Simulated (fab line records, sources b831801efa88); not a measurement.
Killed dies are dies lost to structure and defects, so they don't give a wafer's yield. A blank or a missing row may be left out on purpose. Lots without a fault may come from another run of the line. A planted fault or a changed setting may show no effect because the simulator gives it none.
Which tool did it? | flow gf180mcu | 12 lots, 36 wafers sampled, at 1 step of a route of 602

WHAT THE GAUGES READ, wafer by wafer
GF_HV_LDD_OVL_MEAS_32.
lot  | measured     | on         | HV_LDD_02_OVL (nm)
L075 | day 11 17:01 | overlay-01 | 0.9 1.9 0.1
L077 | day 12 11:42 | overlay-01 | 1.4 1.8 0.8
L079 | day 12 23:15 | overlay-02 | -0.6 0.9 0.5
L081 | day 13 11:18 | overlay-01 | 1.4 0.1 -1.0
L083 | day 14 06:00 | overlay-01 | 0.7 2.3 0.3
L085 | day 14 19:21 | overlay-01 | -0.3 -0.3 -0.5
L087 | day 15 12:33 | overlay-01 | 0.8 3.0 1.4
L089 | day 16 20:44 | overlay-02 | -0.1 1.6 -0.5
L091 | day 18 03:18 | overlay-01 | 1.5 0.7 -0.1
L093 | day 18 17:53 | overlay-02 | 2.5 2.0 0.6
L096 | day 19 11:15 | overlay-01 | -0.9 0.6 0.6
L095 | day 19 13:17 | overlay-01 | -2.0 -1.1 -0.7

WHICH TOOL RAN EACH LOT (tool, then ch and the chambers of the sampled wafers, then the start)
The record holds no process step before these readings.

THE ANSWER, worked out from the rows above alone
Rule: what is usual is taken from the lots themselves. Put in order of their means at a reading, lots are off if they are a third of the lots or fewer, leave a main group of 4 or more, and stand apart from it by a gap of 3 or more times the standard deviation of the main group's means; of several such gaps the widest counts. A main group whose means are all the same, to the digits that the tables above print for the reading, isn't used. A lot without any number at a reading at which 4 lots or more have one is off too. The other lots that the step has rows for count as sound.
No lot is off at any reading shown: from this, nothing can be told.

WHAT THE SIMULATOR HAD PUT IN
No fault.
